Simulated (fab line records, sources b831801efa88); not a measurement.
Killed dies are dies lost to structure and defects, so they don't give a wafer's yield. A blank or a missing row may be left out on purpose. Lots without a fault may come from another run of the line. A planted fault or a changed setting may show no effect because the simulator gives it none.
Chamber matching | flow sky130 | SKY_PAD_OPEN_ETCH_07 on rie_diel-02: 4 sister chambers
The step etches the open film in CF4/O2, stops on AlCu, target depth 725 nm, time 161.1 s. 14 wafers are shown with their chamber, then 7 later ones without.

WAFERS WITH THEIR CHAMBER
wafer  | chamber | drypump_motor_current_A (A) | oes_product_au (a.u.) | throttle_valve_pct (%)
L371.1 | 3       | 5.0                         | 0.973                 | 5.957
L371.4 | 1       | 6.0                         | 0.980                 | 5.962
L371.5 | 3       | 5.0                         | 0.968                 | 5.954
L376.2 | 2       | 5.1                         | 0.976                 | 5.966
L376.5 | 3       | 5.0                         | 0.972                 | 5.953
L376.6 | 0       | 6.7                         | 0.983                 | 5.961
L379.3 | 2       | 5.1                         | 0.967                 | 5.975
L379.5 | 2       | 5.1                         | 0.971                 | 5.957
L379.6 | 3       | 5.0                         | 0.983                 | 5.967
L378.3 | 1       | 6.0                         | 0.974                 | 5.953
L378.5 | 3       | 5.1                         | 0.971                 | 5.959
L378.6 | 0       | 6.7                         | 0.982                 | 5.954
L382.2 | 3       | 5.0                         | 0.972                 | 5.946
L382.3 | 1       | 6.0                         | 0.983                 | 5.978

SIGNATURES (means of the wafers above)
reading                 | chamber 0 | chamber 1 | chamber 2 | chamber 3 | scatter within a chamber
drypump_motor_current_A | 6.700     | 6.000     | 5.100     | 5.017     | 0.0289
oes_product_au          | 0.98250   | 0.97900   | 0.97133   | 0.97317   | 0.00463
throttle_valve_pct      | 5.95750   | 5.96433   | 5.96600   | 5.95600   | 0.00867
Rule: a wafer's distance from a chamber is the root of the sum, over the readings, of the square of ((its reading less the chamber's mean) divided by the reading's scatter). The wafer belongs to the nearest chamber; if the next one is less than 2 further off, it can't be placed. The scatter: the root of (the sum of the squares of (reading less its chamber's mean) over the shown wafers, divided by (wafers less chambers)).

WAFERS WITHOUT THEIR CHAMBER
wafer  | drypump_motor_current_A (A) | oes_product_au (a.u.) | throttle_valve_pct (%)
L382.6 | 6.0                         | 0.992                 | 5.971
L386.2 | 5.0                         | 0.954                 | 5.967
L386.3 | 5.1                         | 0.953                 | 5.945
L386.4 | 6.0                         | 0.963                 | 5.947
L388.1 | 5.1                         | 0.966                 | 5.960
L388.5 | 6.7                         | 0.982                 | 5.939
L388.6 | 5.0                         | 0.982                 | 5.966

WHICH CHAMBER EACH WENT THROUGH
wafer  | from the rows above     | in truth
L382.6 | 1                       | 1
L386.2 | can't be placed: 3 or 2 | 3
L386.3 | can't be placed: 2 or 3 | 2
L386.4 | 1                       | 1
L388.1 | can't be placed: 2 or 3 | 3
L388.5 | 0                       | 0
L388.6 | can't be placed: 3 or 2 | 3
Placed correctly: 3 of 7. Can't be placed from these rows: 4 (the true chamber is among the candidates in 4). Placed wrongly: 0.
